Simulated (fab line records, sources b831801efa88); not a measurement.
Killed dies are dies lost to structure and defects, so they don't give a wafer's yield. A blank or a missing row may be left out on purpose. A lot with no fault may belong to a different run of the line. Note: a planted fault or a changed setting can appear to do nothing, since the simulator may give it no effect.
Problem report in the 8D (eight disciplines) form, filled by code ; flow sky130 ; the parts of the form that need people (team, actions taken, sign-off) are left out

== 1. THE PROBLEM ==
SKY_PAD_OPEN_PROBE_99, killed at front end: mean 45 over 1 wafer from 1 lot; wafers with no fault: 15, standard deviation 4.5. That is +6.7 standard deviations from the usual mean.
Seen first at day 50 22:23 on prober-01, wafer L252.2. The record has a number at this step for 6 wafers belonging to 2 lots. By rule, "out" or "out of limits" means more than 4 standard deviations away from the usual mean. All remaining wafers that have a number are taken as sound.

== 2. WHAT IT IS AND WHAT IT IS NOT ==
question;is;is not
which readings at this step;killed at front end;killed_at_M0_to_M3, killed_at_M4_up, killed at contacts, killed at other, killed dies, killed open
which lots;L252;L242
which wafers of those lots;L252.2;L252.1, L252.4
read on which tools;prober-01;-
when;from day 50 22:23;"up to then (4 sound wafers); but 1 sound wafer of L252 came after"

== 3. SUSPECTS, AND WHAT RULES EACH OUT ==
Counting: if a tool at a process step up to the reading ran every lot that is out, it stays a suspect. Sound lots after the first of them don't rule it out here, since some wafers of a struck lot are sound.
- rie diel-01 at SKY_FIELD_ISO_ETCH_15 (etches the open film in CHF3/O2, stops on Si, target depth 180 nm, time 72 s): kept. It ran the lot that is out, L252 (day 6 07:04).
- prober-01 at SKY_PAD_OPEN_PROBE_99: kept. It ran the lot that is out, L252 (day 50 22:20); its last sound lot up to then is L242 (day 48 09:09). Its own killed at front end readings are out on those wafers.
- In rie diel-01 at SKY_FIELD_ISO_ETCH_15, the wafers that are out were processed in chamber 0 and their sound lot-mates in chambers 1, 2.
What counting leaves: rie diel-01 at SKY_FIELD_ISO_ETCH_15 and prober-01 at SKY_PAD_OPEN_PROBE_99.

== 4. THE CAUSE (what the simulator had put in) ==
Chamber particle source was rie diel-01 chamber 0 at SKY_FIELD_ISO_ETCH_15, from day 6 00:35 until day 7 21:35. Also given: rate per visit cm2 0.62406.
Counting leaves 2 suspects; this tool is one of them.

== 5. THE CHAIN OF EFFECTS, in route order ==
One row per reading whose mean, taken over the struck wafers that have a number, lies over 3 standard deviations from the usual. Scope: only readings with a usual standard deviation given in the record; hours: median across lots of the time from each lot's start at the first step in this table that gives one to its start at this step; sigmas: change in usual standard deviations.
hours;step;reading;usual;on struck wafers;change;sigmas
0;SKY_PAD_OPEN_PROBE_99;killed at front end;15;45;+30;+6.7
Process steps it contains:
- SKY_PAD_OPEN_PROBE_99

== 6. WHAT WOULD HAVE CAUGHT IT SOONER ==
First out-of-limits reading in this record: day 50 22:23, which is 1078 hours after fault onset at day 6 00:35.
Of the tool readings at SKY_FIELD_ISO_ETCH_15 for which the record gives a usual standard deviation, none was out on any struck wafer, so an alarm limit of 4 standard deviations on them would not have fired.
By day 50 22:23, every lot that is out (1) had started SKY_FIELD_ISO_ETCH_15 on rie diel-01. Had the tool been put on hold then, not one of them would have been saved.
